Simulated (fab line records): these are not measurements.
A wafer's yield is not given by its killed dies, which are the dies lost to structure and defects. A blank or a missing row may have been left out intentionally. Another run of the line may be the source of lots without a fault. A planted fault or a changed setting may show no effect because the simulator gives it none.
Matching of chambers + flow gf180mcu + GF_SAB_ETCH_11 on rie-diel-02 has 4 sister chambers
The step etches SiO2 in C4F8/O2/Ar, target depth 55 nm, time 8.5 s. 14 wafers are shown with their chamber, then 7 later ones without.

WAFERS PAIRED WITH THEIR CHAMBERS
| wafer  | chamber | oes-product-au (a.u.) | bias-w (W) |
|--------|---------|-----------------------|------------|
| L803.1 | 2       | 0.995                 | 1203       |
| L803.4 | 0       | 0.992                 | 1203       |
| L803.6 | 0       | 0.992                 | 1206       |
| L804.2 | 0       | 0.971                 | 1198       |
| L804.5 | 3       | 1.000                 | 1204       |
| L804.6 | 2       | 0.994                 | 1202       |
| L805.1 | 2       | 0.991                 | 1199       |
| L805.5 | 0       | 0.980                 | 1204       |
| L805.6 | 1       | 0.999                 | 1195       |
| L806.2 | 0       | 0.996                 | 1201       |
| L806.5 | 1       | 1.001                 | 1205       |
| L806.6 | 0       | 0.982                 | 1201       |
| L807.1 | 2       | 1.004                 | 1196       |
| L807.3 | 1       | 0.998                 | 1197       |

SIGNATURES, as means of the wafers listed above
| reading        | chamber 0 | chamber 1 | chamber 2 | chamber 3 | scatter within a chamber |
|----------------|-----------|-----------|-----------|-----------|--------------------------|
| oes-product-au | 0.98550   | 0.99933   | 0.99600   | 1.00000   | 0.00739                  |
| bias-w         | 1202.17   | 1199.00   | 1200.00   | 1204.00   | 3.53                     |
Rule: a wafer's distance from a chamber is the root of the sum, over the readings, of the square of ((its reading less the chamber's mean) divided by the reading's scatter). The wafer belongs to the nearest chamber; if the next one is less than 2 further off, it can't be placed. How the scatter is found: for the shown wafers, subtract from each reading the mean of its chamber, square and add these, divide the total by (wafers less chambers), then take the root.

WAFERS WHOSE CHAMBER IS MISSING
| wafer  | oes-product-au (a.u.) | bias-w (W) |
|--------|-----------------------|------------|
| L807.6 | 0.998                 | 1201       |
| L810.1 | 1.013                 | 1200       |
| L810.3 | 1.002                 | 1194       |
| L810.5 | 1.007                 | 1199       |
| L811.1 | 1.017                 | 1201       |
| L811.5 | 1.001                 | 1199       |
| L811.6 | 1.006                 | 1203       |

WHICH CHAMBER EACH WENT THROUGH
| wafer  | from the rows above               | in truth |
|--------|-----------------------------------|----------|
| L807.6 | can't be placed: 2 or 1 or 3 or 0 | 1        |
| L810.1 | can't be placed: 1 or 3 or 2 or 0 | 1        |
| L810.3 | can't be placed: 1 or 2 or 3 or 0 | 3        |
| L810.5 | can't be placed: 1 or 2 or 3      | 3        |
| L811.1 | can't be placed: 3 or 1 or 2 or 0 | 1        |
| L811.5 | can't be placed: 1 or 2 or 3      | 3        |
| L811.6 | can't be placed: 3 or 1 or 2 or 0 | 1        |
Correctly placed: 0 of 7. Can't be placed from these rows: 7 (the true chamber is among the candidates in 7). Wrongly placed: 0.
